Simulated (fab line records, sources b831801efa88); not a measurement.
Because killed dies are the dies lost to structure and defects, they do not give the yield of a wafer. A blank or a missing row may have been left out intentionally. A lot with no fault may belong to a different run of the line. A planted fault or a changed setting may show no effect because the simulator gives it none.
Which tool was responsible? / flow gf180mcu / 24 lots with 72 wafers sampled at 6 steps, on a route of 602 steps

== WHAT THE GAUGES SHOWED, per wafer ==
GF_V2_RS_MEAS_24: a four-point-probe measurement. Usual: V2_W_RS 0.329 ohm/sq, standard deviation 0.003.
lot=L074; measured=day 20 14:35; on=filmMetro-02; V2_W_RS (ohm/sq)=0.330 0.329 0.325; flag=
lot=L075; measured=day 21 06:54; on=filmMetro-04; V2_W_RS (ohm/sq)=0.330 0.330 0.327; flag=
lot=L076; measured=day 21 09:58; on=filmMetro-02; V2_W_RS (ohm/sq)=0.334 0.334 0.335; flag=
lot=L077; measured=day 21 15:11; on=filmMetro-04; V2_W_RS (ohm/sq)=0.327 0.329 0.331; flag=
lot=L078; measured=day 22 02:01; on=filmMetro-02; V2_W_RS (ohm/sq)=0.335 0.333 0.332; flag=
lot=L079; measured=day 22 09:02; on=filmMetro-03; V2_W_RS (ohm/sq)=0.327 0.328 0.330; flag=
lot=L080; measured=day 23 01:38; on=filmMetro-02; V2_W_RS (ohm/sq)=0.330 0.330 0.331; flag=
lot=L081; measured=day 23 12:46; on=filmMetro-04; V2_W_RS (ohm/sq)=0.332 0.333 0.329; flag=
lot=L082; measured=day 23 15:26; on=filmMetro-02; V2_W_RS (ohm/sq)=0.327 0.331 0.328; flag=
lot=L084; measured=day 23 23:44; on=filmMetro-02; V2_W_RS (ohm/sq)=0.326 0.331 0.327; flag=
lot=L083; measured=day 24 00:16; on=filmMetro-03; V2_W_RS (ohm/sq)=0.332 0.327 0.327; flag=
lot=L085; measured=day 24 12:19; on=filmMetro-03; V2_W_RS (ohm/sq)=0.329 0.327 0.326; flag=
lot=L086; measured=day 24 17:07; on=filmMetro-02; V2_W_RS (ohm/sq)=0.326 0.333 0.330; flag=
lot=L087; measured=day 25 03:46; on=filmMetro-02; V2_W_RS (ohm/sq)=0.330 0.329 0.330; flag=
lot=L088; measured=day 25 09:32; on=filmMetro-03; V2_W_RS (ohm/sq)=0.330 0.336 0.329; flag=
lot=L089; measured=day 25 15:04; on=filmMetro-02; V2_W_RS (ohm/sq)=0.332 0.326 0.330; flag=
lot=L090; measured=day 26 01:03; on=filmMetro-04; V2_W_RS (ohm/sq)=0.334 0.333 0.331; flag=
lot=L091; measured=day 26 08:53; on=filmMetro-02; V2_W_RS (ohm/sq)=0.322 0.327 0.326; flag=
lot=L092; measured=day 26 17:25; on=filmMetro-02; V2_W_RS (ohm/sq)=0.334 0.332 0.327; flag=
lot=L093; measured=day 27 00:38; on=filmMetro-03; V2_W_RS (ohm/sq)=0.326 0.330 0.327; flag=
lot=L094; measured=day 27 02:31; on=filmMetro-03; V2_W_RS (ohm/sq)=0.324 0.327 0.324; flag=
lot=L095; measured=day 27 09:49; on=filmMetro-02; V2_W_RS (ohm/sq)=0.327 0.329 0.329; flag=
lot=L096; measured=day 27 15:01; on=filmMetro-04; V2_W_RS (ohm/sq)=0.334 0.330 0.330; flag=
lot=L097; measured=day 27 21:10; on=filmMetro-02; V2_W_RS (ohm/sq)=0.328 0.326 0.330; flag=

GF_V4_CD_MEAS_14 targets a cd of 260 nm. Usual: 260.3 nm for cdNm, sd 1.1.
lot=L074; measured=day 24 18:20; on=cdSem-02; cdNm (nm)=262.2 261.3 261.0; flag=
lot=L075; measured=day 25 06:30; on=cdSem-02; cdNm (nm)=259.3 259.3 261.1; flag=
lot=L076; measured=day 25 09:17; on=cdSem-01; cdNm (nm)=260.6 262.1 260.3; flag=
lot=L077; measured=day 25 14:32; on=cdSem-01; cdNm (nm)=261.1 260.5 260.2; flag=
lot=L078; measured=day 26 00:22; on=cdSem-01; cdNm (nm)=263.2 260.9 261.5; flag=
lot=L079; measured=day 26 06:35; on=cdSem-02; cdNm (nm)=259.6 259.2 259.7; flag=
lot=L080; measured=day 26 21:23; on=cdSem-02; cdNm (nm)=261.3 259.2 260.4; flag=
lot=L081; measured=day 27 06:44; on=cdSem-01; cdNm (nm)=259.9 262.2 260.5; flag=
lot=L082; measured=day 27 08:22; on=cdSem-01; cdNm (nm)=259.2 259.4 259.8; flag=
lot=L084; measured=day 27 16:28; on=cdSem-02; cdNm (nm)=258.7 256.9 258.3; flag=
lot=L083; measured=day 27 17:14; on=cdSem-01; cdNm (nm)=259.8 260.9 258.4; flag=
lot=L085; measured=day 28 03:58; on=cdSem-02; cdNm (nm)=259.9 260.4 260.5; flag=
lot=L086; measured=day 28 08:25; on=cdSem-01; cdNm (nm)=260.4 259.9 259.4; flag=
lot=L087; measured=day 28 18:18; on=cdSem-01; cdNm (nm)=259.9 260.8 260.7; flag=
lot=L088; measured=day 28 23:13; on=cdSem-02; cdNm (nm)=260.8 260.7 260.4; flag=
lot=L089; measured=day 29 03:46; on=cdSem-02; cdNm (nm)=260.4 260.4 261.0; flag=
lot=L090; measured=day 29 14:18; on=cdSem-02; cdNm (nm)=259.1 258.6 258.9; flag=
lot=L091; measured=day 29 20:36; on=cdSem-01; cdNm (nm)=261.2 261.9 262.0; flag=
lot=L092; measured=day 30 05:11; on=cdSem-02; cdNm (nm)=261.4 261.6 261.7; flag=
lot=L093; measured=day 30 10:29; on=cdSem-01; cdNm (nm)=260.4 260.7 260.4; flag=
lot=L094; measured=day 30 13:22; on=cdSem-01; cdNm (nm)=259.3 258.5 257.5; flag=
lot=L095; measured=day 30 18:31; on=cdSem-02; cdNm (nm)=260.2 260.7 259.3; flag=
lot=L096; measured=day 31 00:08; on=cdSem-01; cdNm (nm)=261.3 260.3 259.9; flag=
lot=L097; measured=day 31 06:04; on=cdSem-02; cdNm (nm)=259.8 260.8 260.1; flag=

GF_PASSIVATION_THK_MEAS_01. Usual: PASSIVATION_CVD_00_THK 999 nm, standard deviation 13.
lot=L074; measured=day 28 11:14; on=filmMetro-04; PASSIVATION_CVD_00_THK (nm)=991 986 989; flag=
lot=L075; measured=day 28 20:41; on=filmMetro-02; PASSIVATION_CVD_00_THK (nm)=1000 999 1007; flag=
lot=L076; measured=day 29 00:20; on=filmMetro-04; PASSIVATION_CVD_00_THK (nm)=998 986 998; flag=
lot=L077; measured=day 29 03:58; on=filmMetro-04; PASSIVATION_CVD_00_THK (nm)=984 976 1003; flag=
lot=L078; measured=day 29 12:49; on=filmMetro-02; PASSIVATION_CVD_00_THK (nm)=991 984 987; flag=
lot=L079; measured=day 29 20:35; on=filmMetro-02; PASSIVATION_CVD_00_THK (nm)=967 999 981; flag=
lot=L080; measured=day 30 09:26; on=filmMetro-02; PASSIVATION_CVD_00_THK (nm)=986 984 992; flag=
lot=L081; measured=day 30 17:09; on=filmMetro-04; PASSIVATION_CVD_00_THK (nm)=981 995 983; flag=
lot=L082; measured=day 30 19:05; on=filmMetro-02; PASSIVATION_CVD_00_THK (nm)=1010 1006 1003; flag=
lot=L084; measured=day 31 03:41; on=filmMetro-02; PASSIVATION_CVD_00_THK (nm)=991 985 992; flag=
lot=L083; measured=day 31 04:47; on=filmMetro-03; PASSIVATION_CVD_00_THK (nm)=990 981 1009; flag=
lot=L085; measured=day 31 12:42; on=filmMetro-03; PASSIVATION_CVD_00_THK (nm)=1008 1012 1011; flag=
lot=L086; measured=day 31 18:15; on=filmMetro-03; PASSIVATION_CVD_00_THK (nm)=1016 1032 1018; flag=
lot=L087; measured=day 32 02:13; on=filmMetro-03; PASSIVATION_CVD_00_THK (nm)=1016 1022 1026; flag=
lot=L088; measured=day 32 06:52; on=filmMetro-04; PASSIVATION_CVD_00_THK (nm)=989 999 1015; flag=
lot=L089; measured=day 32 09:54; on=filmMetro-02; PASSIVATION_CVD_00_THK (nm)=978 988 1003; flag=
lot=L090; measured=day 32 19:02; on=filmMetro-03; PASSIVATION_CVD_00_THK (nm)=991 995 1012; flag=
lot=L091; measured=day 32 23:49; on=filmMetro-02; PASSIVATION_CVD_00_THK (nm)=1005 1005 1022; flag=
lot=L092; measured=day 33 07:17; on=filmMetro-02; PASSIVATION_CVD_00_THK (nm)=991 1000 998; flag=
lot=L093; measured=day 33 11:52; on=filmMetro-03; PASSIVATION_CVD_00_THK (nm)=1000 995 1010; flag=
lot=L094; measured=day 33 15:05; on=filmMetro-02; PASSIVATION_CVD_00_THK (nm)=982 977 1007; flag=
lot=L095; measured=day 33 19:12; on=filmMetro-03; PASSIVATION_CVD_00_THK (nm)=993 1007 998; flag=
lot=L096; measured=day 34 00:19; on=filmMetro-03; PASSIVATION_CVD_00_THK (nm)=982 1005 1006; flag=
lot=L097; measured=day 34 04:40; on=filmMetro-02; PASSIVATION_CVD_00_THK (nm)=987 1001 1008; flag=

== TOOL THAT RAN EACH LOT (tool first, then ch and the chambers of the sampled wafers, then the start) ==
lot=L074; GF_V1_CMP_26=cmp-01 ch 0,2,3, day 18 10:27; GF_M2_STRIP_17=plasmaAsher-01 ch 0,1, day 19 11:53; GF_V5_SPUTTER_22=pvdSputter-02, day 27 13:38
lot=L075; GF_V1_CMP_26=cmp-01 ch 0,3, day 19 03:52; GF_M2_STRIP_17=plasmaAsher-02 ch 0,1, day 20 04:50; GF_V5_SPUTTER_22=pvdSputter-02, day 27 23:49
lot=L076; GF_V1_CMP_26=cmp-01 ch 2,3, day 19 06:00; GF_M2_STRIP_17=plasmaAsher-03 ch 0,1, day 20 07:11; GF_V5_SPUTTER_22=pvdSputter-02, day 28 03:13
lot=L077; GF_V1_CMP_26=cmp-02 ch 1,2,3, day 19 11:44; GF_M2_STRIP_17=plasmaAsher-03 ch 1, day 20 12:49; GF_V5_SPUTTER_22=pvdSputter-04, day 28 07:10
lot=L078; GF_V1_CMP_26=cmp-02 ch 0,1,3, day 19 22:11; GF_M2_STRIP_17=plasmaAsher-03 ch 0,1, day 20 23:29; GF_V5_SPUTTER_22=pvdSputter-04, day 28 16:23
lot=L079; GF_V1_CMP_26=cmp-02 ch 1,2,3, day 20 07:11; GF_M2_STRIP_17=plasmaAsher-03 ch 0,1, day 21 07:32; GF_V5_SPUTTER_22=pvdSputter-04, day 28 23:47
lot=L080; GF_V1_CMP_26=cmp-02 ch 1,2, day 20 23:16; GF_M2_STRIP_17=plasmaAsher-01 ch 0,1, day 21 23:56; GF_V5_SPUTTER_22=pvdSputter-03, day 29 12:28
lot=L081; GF_V1_CMP_26=cmp-01 ch 0,3, day 21 11:10; GF_M2_STRIP_17=plasmaAsher-01 ch 0,1, day 22 11:49; GF_V5_SPUTTER_22=pvdSputter-03, day 29 21:05
lot=L082; GF_V1_CMP_26=cmp-02 ch 1,2,3, day 21 13:40; GF_M2_STRIP_17=plasmaAsher-02 ch 0,1, day 22 13:49; GF_V5_SPUTTER_22=pvdSputter-04, day 29 23:29
lot=L084; GF_V1_CMP_26=cmp-01 ch 0,2,3, day 21 22:02; GF_M2_STRIP_17=plasmaAsher-01 ch 0,1, day 22 22:19; GF_V5_SPUTTER_22=pvdSputter-03, day 30 07:34
lot=L083; GF_V1_CMP_26=cmp-02 ch 1,2,3, day 21 22:02; GF_M2_STRIP_17=plasmaAsher-01 ch 0,1, day 22 22:46; GF_V5_SPUTTER_22=pvdSputter-03, day 30 08:43
lot=L085; GF_V1_CMP_26=cmp-01 ch 0,1,3, day 22 12:33; GF_M2_STRIP_17=plasmaAsher-01 ch 0,1, day 23 12:07; GF_V5_SPUTTER_22=pvdSputter-02, day 30 17:11
lot=L086; GF_V1_CMP_26=cmp-01 ch 0,1,2, day 22 16:31; GF_M2_STRIP_17=plasmaAsher-02 ch 0, day 23 16:40; GF_V5_SPUTTER_22=pvdSputter-03, day 30 22:26
lot=L087; GF_V1_CMP_26=cmp-02 ch 0,1, day 23 04:41; GF_M2_STRIP_17=plasmaAsher-02 ch 0,1, day 24 04:07; GF_V5_SPUTTER_22=pvdSputter-04, day 31 06:58
lot=L088; GF_V1_CMP_26=cmp-01 ch 1,2, day 23 10:03; GF_M2_STRIP_17=plasmaAsher-01 ch 0,1, day 24 09:14; GF_V5_SPUTTER_22=pvdSputter-02, day 31 11:11
lot=L089; GF_V1_CMP_26=cmp-01 ch 0,2,3, day 23 16:04; GF_M2_STRIP_17=plasmaAsher-03 ch 0,1, day 24 14:46; GF_V5_SPUTTER_22=pvdSputter-02, day 31 15:26
lot=L090; GF_V1_CMP_26=cmp-01 ch 0,2,3, day 24 02:55; GF_M2_STRIP_17=plasmaAsher-03 ch 0,1, day 25 01:19; GF_V5_SPUTTER_22=pvdSputter-03, day 32 00:49
lot=L091; GF_V1_CMP_26=cmp-01 ch 1,2, day 24 11:42; GF_M2_STRIP_17=plasmaAsher-01 ch 0,1, day 25 10:01; GF_V5_SPUTTER_22=pvdSputter-03, day 32 06:16
lot=L092; GF_V1_CMP_26=cmp-01 ch 0,1,3, day 24 19:49; GF_M2_STRIP_17=plasmaAsher-01 ch 0,1, day 25 18:29; GF_V5_SPUTTER_22=pvdSputter-02, day 32 13:23
lot=L093; GF_V1_CMP_26=cmp-01 ch 1,2,3, day 25 00:53; GF_M2_STRIP_17=plasmaAsher-02 ch 0,1, day 26 01:51; GF_V5_SPUTTER_22=pvdSputter-04, day 32 18:40
lot=L094; GF_V1_CMP_26=cmp-01 ch 0,1,3, day 25 05:55; GF_M2_STRIP_17=plasmaAsher-01 ch 0,1, day 26 03:51; GF_V5_SPUTTER_22=pvdSputter-02, day 32 21:56
lot=L095; GF_V1_CMP_26=cmp-02 ch 0,2,3, day 25 14:23; GF_M2_STRIP_17=plasmaAsher-02 ch 0,1, day 26 11:26; GF_V5_SPUTTER_22=pvdSputter-03, day 33 02:13
lot=L096; GF_V1_CMP_26=cmp-02 ch 0,1,3, day 25 19:37; GF_M2_STRIP_17=plasmaAsher-02 ch 0,1, day 26 16:41; GF_V5_SPUTTER_22=pvdSputter-02, day 33 06:49
lot=L097; GF_V1_CMP_26=cmp-01 ch 2,3, day 26 02:09; GF_M2_STRIP_17=plasmaAsher-03 ch 0,1, day 26 22:58; GF_V5_SPUTTER_22=pvdSputter-04, day 33 11:20
- GF_V1_CMP_26: polishes, stops on SiO2, t overpolish 15 s, target thk 0 nm.
- GF_M2_STRIP_17: strips in O2/N2.
- GF_V5_SPUTTER_22: material TiN, target thk 10 nm, time 40 s.

== WHAT THE TOOLS THEMSELVES READ (means of the sampled wafers that have a number; where no wafer has one, the mark that the record gives instead) ==
GF_V1_CMP_26. Usual: edgeZonePressureFrac 1.000, standard deviation 0.0047; headPressurePsi 3.501 psi, standard deviation 0.0076; motorCurrentA 11.9 A, standard deviation 1.2; overpolishRunS 15.001 s, standard deviation 0.0082; timeToEndpointS 85 s, standard deviation 5.7.
lot=L074; tool=cmp-01; edgeZonePressureFrac=1.001; headPressurePsi (psi)=3.505; motorCurrentA (A)=12.6; overpolishRunS (s)=14.996; timeToEndpointS (s)=88; flag=
lot=L075; tool=cmp-01; edgeZonePressureFrac=0.994; headPressurePsi (psi)=3.506; motorCurrentA (A)=12.9; overpolishRunS (s)=14.999; timeToEndpointS (s)=86; flag=
lot=L076; tool=cmp-01; edgeZonePressureFrac=0.999; headPressurePsi (psi)=3.502; motorCurrentA (A)=12.5; overpolishRunS (s)=15.007; timeToEndpointS (s)=84; flag=
lot=L077; tool=cmp-02; edgeZonePressureFrac=0.998; headPressurePsi (psi)=3.503; motorCurrentA (A)=10.7; overpolishRunS (s)=15.006; timeToEndpointS (s)=91; flag=
lot=L078; tool=cmp-02; edgeZonePressureFrac=1.000; headPressurePsi (psi)=3.499; motorCurrentA (A)=11.2; overpolishRunS (s)=14.999; timeToEndpointS (s)=88; flag=
lot=L079; tool=cmp-02; edgeZonePressureFrac=1.001; headPressurePsi (psi)=3.501; motorCurrentA (A)=10.2; overpolishRunS (s)=14.999; timeToEndpointS (s)=84; flag=
lot=L080; tool=cmp-02; edgeZonePressureFrac=1.001; headPressurePsi (psi)=3.505; motorCurrentA (A)=10.3; overpolishRunS (s)=14.990; timeToEndpointS (s)=95; flag=
lot=L081; tool=cmp-01; edgeZonePressureFrac=1.001; headPressurePsi (psi)=3.503; motorCurrentA (A)=12.4; overpolishRunS (s)=14.998; timeToEndpointS (s)=81; flag=
lot=L082; tool=cmp-02; edgeZonePressureFrac=1.004; headPressurePsi (psi)=3.505; motorCurrentA (A)=10.6; overpolishRunS (s)=14.998; timeToEndpointS (s)=86; flag=
lot=L084; tool=cmp-01; edgeZonePressureFrac=0.994; headPressurePsi (psi)=3.500; motorCurrentA (A)=12.2; overpolishRunS (s)=15.003; timeToEndpointS (s)=85; flag=
lot=L083; tool=cmp-02; edgeZonePressureFrac=0.999; headPressurePsi (psi)=3.504; motorCurrentA (A)=10.5; overpolishRunS (s)=15.001; timeToEndpointS (s)=84; flag=
lot=L085; tool=cmp-01; edgeZonePressureFrac=0.995; headPressurePsi (psi)=3.500; motorCurrentA (A)=12.3; overpolishRunS (s)=14.998; timeToEndpointS (s)=84; flag=
lot=L086; tool=cmp-01; edgeZonePressureFrac=1.004; headPressurePsi (psi)=3.493; motorCurrentA (A)=12.8; overpolishRunS (s)=15.006; timeToEndpointS (s)=84; flag=
lot=L087; tool=cmp-02; edgeZonePressureFrac=0.999; headPressurePsi (psi)=3.496; motorCurrentA (A)=12.2; overpolishRunS (s)=14.990; timeToEndpointS (s)=89; flag=
lot=L088; tool=cmp-01; edgeZonePressureFrac=1.004; headPressurePsi (psi)=3.502; motorCurrentA (A)=12.2; overpolishRunS (s)=15.009; timeToEndpointS (s)=81; flag=
lot=L089; tool=cmp-01; edgeZonePressureFrac=0.999; headPressurePsi (psi)=3.495; motorCurrentA (A)=12.3; overpolishRunS (s)=15.010; timeToEndpointS (s)=82; flag=
lot=L090; tool=cmp-01; edgeZonePressureFrac=0.992; headPressurePsi (psi)=3.503; motorCurrentA (A)=12.5; overpolishRunS (s)=14.999; timeToEndpointS (s)=81; flag=
lot=L091; tool=cmp-01; edgeZonePressureFrac=1.006; headPressurePsi (psi)=3.500; motorCurrentA (A)=11.9; overpolishRunS (s)=14.995; timeToEndpointS (s)=81; flag=
lot=L092; tool=cmp-01; edgeZonePressureFrac=1.000; headPressurePsi (psi)=3.488; motorCurrentA (A)=12.3; overpolishRunS (s)=15.004; timeToEndpointS (s)=85; flag=
lot=L093; tool=cmp-01; edgeZonePressureFrac=1.000; headPressurePsi (psi)=3.497; motorCurrentA (A)=11.5; overpolishRunS (s)=14.998; timeToEndpointS (s)=79; flag=
lot=L094; tool=cmp-01; edgeZonePressureFrac=1.003; headPressurePsi (psi)=3.499; motorCurrentA (A)=11.7; overpolishRunS (s)=14.997; timeToEndpointS (s)=81; flag=
lot=L095; tool=cmp-02; edgeZonePressureFrac=1.005; headPressurePsi (psi)=3.502; motorCurrentA (A)=11.8; overpolishRunS (s)=14.995; timeToEndpointS (s)=82; flag=
lot=L096; tool=cmp-02; edgeZonePressureFrac=0.996; headPressurePsi (psi)=3.502; motorCurrentA (A)=10.8; overpolishRunS (s)=14.996; timeToEndpointS (s)=86; flag=
lot=L097; tool=cmp-01; edgeZonePressureFrac=1.000; headPressurePsi (psi)=3.497; motorCurrentA (A)=12.5; overpolishRunS (s)=15.008; timeToEndpointS (s)=83; flag=

GF_M2_STRIP_17. Usual: drypumpMotorCurrentA 5.5 A, standard deviation 0.44; heaterPowerW 320 W, standard deviation 35; oesProductAu 0.557 a.u., standard deviation 0.0045; stripTimeToEndpointS 7.86 s, standard deviation 0.045.
lot=L074; tool=plasmaAsher-01; drypumpMotorCurrentA (A)=5.3; heaterPowerW (W)=300; oesProductAu (a.u.)=0.558; stripTimeToEndpointS (s)=7.89; flag=
lot=L075; tool=plasmaAsher-02; drypumpMotorCurrentA (A)=5.5; heaterPowerW (W)=308; oesProductAu (a.u.)=0.559; stripTimeToEndpointS (s)=7.91; flag=
lot=L076; tool=plasmaAsher-03; drypumpMotorCurrentA (A)=5.7; heaterPowerW (W)=338; oesProductAu (a.u.)=0.556; stripTimeToEndpointS (s)=7.86; flag=
lot=L077; tool=plasmaAsher-03; drypumpMotorCurrentA (A)=6.0; heaterPowerW (W)=307; oesProductAu (a.u.)=0.559; stripTimeToEndpointS (s)=7.91; flag=
lot=L078; tool=plasmaAsher-03; drypumpMotorCurrentA (A)=5.7; heaterPowerW (W)=333; oesProductAu (a.u.)=0.559; stripTimeToEndpointS (s)=7.93; flag=
lot=L079; tool=plasmaAsher-03; drypumpMotorCurrentA (A)=5.7; heaterPowerW (W)=334; oesProductAu (a.u.)=0.554; stripTimeToEndpointS (s)=7.80; flag=
lot=L080; tool=plasmaAsher-01; drypumpMotorCurrentA (A)=5.6; heaterPowerW (W)=304; oesProductAu (a.u.)=0.554; stripTimeToEndpointS (s)=7.84; flag=
lot=L081; tool=plasmaAsher-01; drypumpMotorCurrentA (A)=5.3; heaterPowerW (W)=301; oesProductAu (a.u.)=0.561; stripTimeToEndpointS (s)=7.92; flag=
lot=L082; tool=plasmaAsher-02; drypumpMotorCurrentA (A)=5.5; heaterPowerW (W)=313; oesProductAu (a.u.)=0.558; stripTimeToEndpointS (s)=7.85; flag=
lot=L084; tool=plasmaAsher-01; drypumpMotorCurrentA (A)=5.6; heaterPowerW (W)=309; oesProductAu (a.u.)=0.559; stripTimeToEndpointS (s)=7.85; flag=
lot=L083; tool=plasmaAsher-01; drypumpMotorCurrentA (A)=5.3; heaterPowerW (W)=300; oesProductAu (a.u.)=0.553; stripTimeToEndpointS (s)=7.84; flag=
lot=L085; tool=plasmaAsher-01; drypumpMotorCurrentA (A)=5.3; heaterPowerW (W)=304; oesProductAu (a.u.)=0.556; stripTimeToEndpointS (s)=7.85; flag=
lot=L086; tool=plasmaAsher-02; drypumpMotorCurrentA (A)=4.8; heaterPowerW (W)=321; oesProductAu (a.u.)=0.556; stripTimeToEndpointS (s)=7.80; flag=
lot=L087; tool=plasmaAsher-02; drypumpMotorCurrentA (A)=5.1; heaterPowerW (W)=317; oesProductAu (a.u.)=0.557; stripTimeToEndpointS (s)=7.80; flag=
lot=L088; tool=plasmaAsher-01; drypumpMotorCurrentA (A)=5.3; heaterPowerW (W)=301; oesProductAu (a.u.)=0.558; stripTimeToEndpointS (s)=7.91; flag=
lot=L089; tool=plasmaAsher-03; drypumpMotorCurrentA (A)=5.7; heaterPowerW (W)=340; oesProductAu (a.u.)=0.558; stripTimeToEndpointS (s)=7.82; flag=
lot=L090; tool=plasmaAsher-03; drypumpMotorCurrentA (A)=5.5; heaterPowerW (W)=367; oesProductAu (a.u.)=0.560; stripTimeToEndpointS (s)=7.90; flag=
lot=L091; tool=plasmaAsher-01; drypumpMotorCurrentA (A)=5.3; heaterPowerW (W)=302; oesProductAu (a.u.)=0.555; stripTimeToEndpointS (s)=7.84; flag=
lot=L092; tool=plasmaAsher-01; drypumpMotorCurrentA (A)=5.6; heaterPowerW (W)=303; oesProductAu (a.u.)=0.559; stripTimeToEndpointS (s)=7.84; flag=
lot=L093; tool=plasmaAsher-02; drypumpMotorCurrentA (A)=5.5; heaterPowerW (W)=310; oesProductAu (a.u.)=0.558; stripTimeToEndpointS (s)=7.85; flag=
lot=L094; tool=plasmaAsher-01; drypumpMotorCurrentA (A)=5.6; heaterPowerW (W)=305; oesProductAu (a.u.)=0.555; stripTimeToEndpointS (s)=7.83; flag=
lot=L095; tool=plasmaAsher-02; drypumpMotorCurrentA (A)=5.2; heaterPowerW (W)=313; oesProductAu (a.u.)=0.555; stripTimeToEndpointS (s)=7.85; flag=
lot=L096; tool=plasmaAsher-02; drypumpMotorCurrentA (A)=5.2; heaterPowerW (W)=314; oesProductAu (a.u.)=0.556; stripTimeToEndpointS (s)=7.85; flag=
lot=L097; tool=plasmaAsher-03; drypumpMotorCurrentA (A)=5.7; heaterPowerW (W)=338; oesProductAu (a.u.)=0.551; stripTimeToEndpointS (s)=7.82; flag=

GF_V5_SPUTTER_22. Usual: 30.3 % for throttleValvePct, sd 1.
lot=L074; tool=pvdSputter-02; throttleValvePct (%)=31.1; flag=
lot=L075; tool=pvdSputter-02; throttleValvePct (%)=30.8; flag=
lot=L076; tool=pvdSputter-02; throttleValvePct (%)=31.4; flag=
lot=L077; tool=pvdSputter-04; throttleValvePct (%)=29.8; flag=
lot=L078; tool=pvdSputter-04; throttleValvePct (%)=30.3; flag=
lot=L079; tool=pvdSputter-04; throttleValvePct (%)=30.5; flag=
lot=L080; tool=pvdSputter-03; throttleValvePct (%)=29.5; flag=
lot=L081; tool=pvdSputter-03; throttleValvePct (%)=29.4; flag=
lot=L082; tool=pvdSputter-04; throttleValvePct (%)=30.6; flag=
lot=L084; tool=pvdSputter-03; throttleValvePct (%)=29.2; flag=
lot=L083; tool=pvdSputter-03; throttleValvePct (%)=29.4; flag=
lot=L085; tool=pvdSputter-02; throttleValvePct (%)=31.0; flag=
lot=L086; tool=pvdSputter-03; throttleValvePct (%)=30.7; flag=
lot=L087; tool=pvdSputter-04; throttleValvePct (%)=29.9; flag=
lot=L088; tool=pvdSputter-02; throttleValvePct (%)=31.1; flag=
lot=L089; tool=pvdSputter-02; throttleValvePct (%)=31.2; flag=
lot=L090; tool=pvdSputter-03; throttleValvePct (%)=29.2; flag=
lot=L091; tool=pvdSputter-03; throttleValvePct (%)=29.6; flag=
lot=L092; tool=pvdSputter-02; throttleValvePct (%)=31.0; flag=
lot=L093; tool=pvdSputter-04; throttleValvePct (%)=30.4; flag=
lot=L094; tool=pvdSputter-02; throttleValvePct (%)=30.5; flag=
lot=L095; tool=pvdSputter-03; throttleValvePct (%)=30.0; flag=
lot=L096; tool=pvdSputter-02; throttleValvePct (%)=31.1; flag=
lot=L097; tool=pvdSputter-04; throttleValvePct (%)=29.9; flag=

== THE ANSWER, worked out from the rows above alone ==
Rule: a lot counts as off when the mean over its wafers that have a number is more than 3 standard deviations away from the usual mean. A lot without any number at a reading at which 4 lots or more have one is off too. All remaining lots with rows at the step are treated as sound. The gauges are gone through in route order, then the tools' own readings, and for those a lot's mean is taken as printed above. At the first step where some lot is off, the reading lying furthest off is the one used; lots without a number count as furthest.
None of the lots is off at any reading shown; this tells nothing.

== WHAT THE SIMULATOR HAD PUT IN ==
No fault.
